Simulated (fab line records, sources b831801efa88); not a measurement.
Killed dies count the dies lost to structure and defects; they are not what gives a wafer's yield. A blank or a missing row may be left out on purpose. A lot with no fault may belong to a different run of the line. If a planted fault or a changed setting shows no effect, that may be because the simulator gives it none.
Matching of chambers ; flow sky130 ; 4 sister chambers for SKY_VIA3_CMP_24 on cmp-01
The step polishes, stops on SiO2, t overpolish 20 s, target thk 0 nm. 14 wafers are shown with their chamber, then 6 later ones without.

== EACH WAFER AND ITS CHAMBER ==
wafer;chamber;motor_current_A (A);time_to_endpoint_s (s);overpolish_run_s (s)
L756.1;3;9.5;89;19.993
L756.3;0;12.1;94;19.992
L756.5;2;8.9;95;19.994
L757.2;1;9.6;93;20.009
L757.4;3;9.3;87;20.005
L757.5;0;11.4;92;20.010
L761.1;2;9.2;97;20.017
L761.5;2;9.1;96;20.009
L761.6;1;9.1;94;20.001
L764.3;2;8.9;95;19.999
L764.4;0;12.2;93;20.013
L764.5;0;11.9;89;20.010
L767.3;1;9.7;93;20.001
L767.4;2;9.1;93;20.005

SIGNATURES (averages over the wafers above)
reading;chamber 0;chamber 1;chamber 2;chamber 3;scatter within a chamber
motor_current_A;11.900;9.467;9.040;9.400;0.261
time_to_endpoint_s;92.00;93.33;95.20;88.00;1.6
overpolish_run_s;20.00625;20.00367;20.00480;19.99900;0.00842
Rule: for a wafer and a chamber, the distance is found by dividing, reading by reading, the gap between the wafer's reading and the chamber's mean by the reading's scatter, squaring, summing and taking the root. The wafer belongs to the nearest chamber; if the next one is less than 2 further off, it can't be placed. How the scatter is found: for the shown wafers, subtract from each reading the mean of its chamber, square and add these, divide the total by (wafers less chambers), then take the root.

== WAFERS MISSING THEIR CHAMBER ==
wafer;motor_current_A (A);time_to_endpoint_s (s);overpolish_run_s (s)
L772.1;9.4;96;19.993
L772.2;9.0;97;20.000
L772.3;8.6;101;19.982
L775.1;8.7;101;19.993
L775.2;10.1;91;20.013
L775.4;9.5;95;19.998

== THE CHAMBER EACH PASSED THROUGH ==
wafer;from the rows above;in truth
L772.1;can't be placed: 2 or 1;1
L772.2;can't be placed: 2 or 1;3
L772.3;can't be placed: 2 or 1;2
L775.1;can't be placed: 2 or 1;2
L775.2;can't be placed: 1 or 3 or 2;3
L775.4;can't be placed: 1 or 2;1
Correct placement for 0 of the 6. From these rows, 6 cannot be placed; in 5 the true chamber is one of the candidates. Wrongly placed: 0.
